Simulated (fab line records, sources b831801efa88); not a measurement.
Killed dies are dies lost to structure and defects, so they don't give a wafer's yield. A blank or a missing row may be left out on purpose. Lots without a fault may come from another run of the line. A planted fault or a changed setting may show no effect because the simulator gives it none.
Which tool did it? | flow sky130 | 12 lots, 36 wafers sampled, at 3 steps of a route of 708

WHAT THE GAUGES READ, wafer by wafer
SKY_LI_CONTACT_CD_MEAS_12: target cd 170 nm.
lot  | measured     | on        | cd_nm (nm)
L075 | day 29 17:42 | cd_sem-02 | 170.5 169.5 168.8
L077 | day 30 03:23 | cd_sem-02 | 168.3 169.0 169.3
L079 | day 30 19:35 | cd_sem-02 | 172.2 172.7 170.4
L081 | day 31 05:03 | cd_sem-02 | 167.9 168.2 168.5
L083 | day 32 05:17 | cd_sem-02 | 169.3 168.3 169.5
L085 | day 32 19:07 | cd_sem-02 | 169.6 170.0 171.7
L087 | day 33 11:31 | cd_sem-02 | 172.2 169.5 170.8
L089 | day 34 20:13 | cd_sem-02 | 168.3 170.0 169.1
L091 | day 35 21:55 | cd_sem-02 | 171.5 170.3 171.2
L093 | day 35 23:04 | cd_sem-02 | 170.5 168.7 170.9
L095 | day 36 06:11 | cd_sem-01 | 169.5 170.2 168.9
L097 | day 36 11:53 | cd_sem-01 | 167.4 168.9 168.2

WHICH TOOL RAN EACH LOT (tool, then ch and the chambers of the sampled wafers, then the start)
lot  | SKY_FIELD_ISO_CMP_27         | SKY_RES_PROTECT_STRIP_07
L075 | cmp-01 ch 0,1,3, day 2 17:43 | plasma_asher-01 ch 0,1, day 15 15:05
L077 | cmp-01 ch 0,1, day 3 00:53   | plasma_asher-04 ch 0,1, day 16 02:19
L079 | cmp-02 ch 0,2,3, day 3 13:14 | plasma_asher-01 ch 0,1, day 16 17:51
L081 | cmp-01 ch 0,1,2, day 3 22:08 | plasma_asher-01 ch 0,1, day 17 12:17
L083 | cmp-02 ch 0,1,2, day 4 07:07 | plasma_asher-01 ch 0,1, day 18 08:28
L085 | cmp-02 ch 0,3, day 4 17:32   | plasma_asher-04 ch 0,1, day 18 22:16
L087 | cmp-01 ch 0,1,3, day 5 03:34 | plasma_asher-04 ch 0,1, day 19 17:46
L089 | cmp-02 ch 0,3, day 5 22:31   | plasma_asher-01 ch 0,1, day 21 09:38
L091 | cmp-02 ch 1,2,3, day 6 13:30 | plasma_asher-01 ch 0, day 22 04:07
L093 | cmp-02 ch 1,3, day 6 15:32   | plasma_asher-01 ch 0,1, day 22 06:10
L095 | cmp-01 ch 0,1,2, day 7 06:26 | plasma_asher-03 ch 0, day 23 03:23
L097 | cmp-01 ch 0,2, day 7 10:32   | plasma_asher-01 ch 0,1, day 23 09:07
- SKY_FIELD_ISO_CMP_27: polishes, stops on Si3N4, t overpolish 16 s, target thk 457.8 nm.
- SKY_RES_PROTECT_STRIP_07: strips in O2/N2.

THE ANSWER, worked out from the rows above alone
Rule: what is usual is taken from the lots themselves. Put in order of their means at a reading, lots are off if they are a third of the lots or fewer, leave a main group of 4 or more, and stand apart from it by a gap of 3 or more times the standard deviation of the main group's means; of several such gaps the widest counts. A main group whose means are all the same, to the digits that the tables above print for the reading, isn't used. A lot without any number at a reading at which 4 lots or more have one is off too. The other lots that the step has rows for count as sound.
No lot is off at any reading shown: from this, nothing can be told.

WHAT THE SIMULATOR HAD PUT IN
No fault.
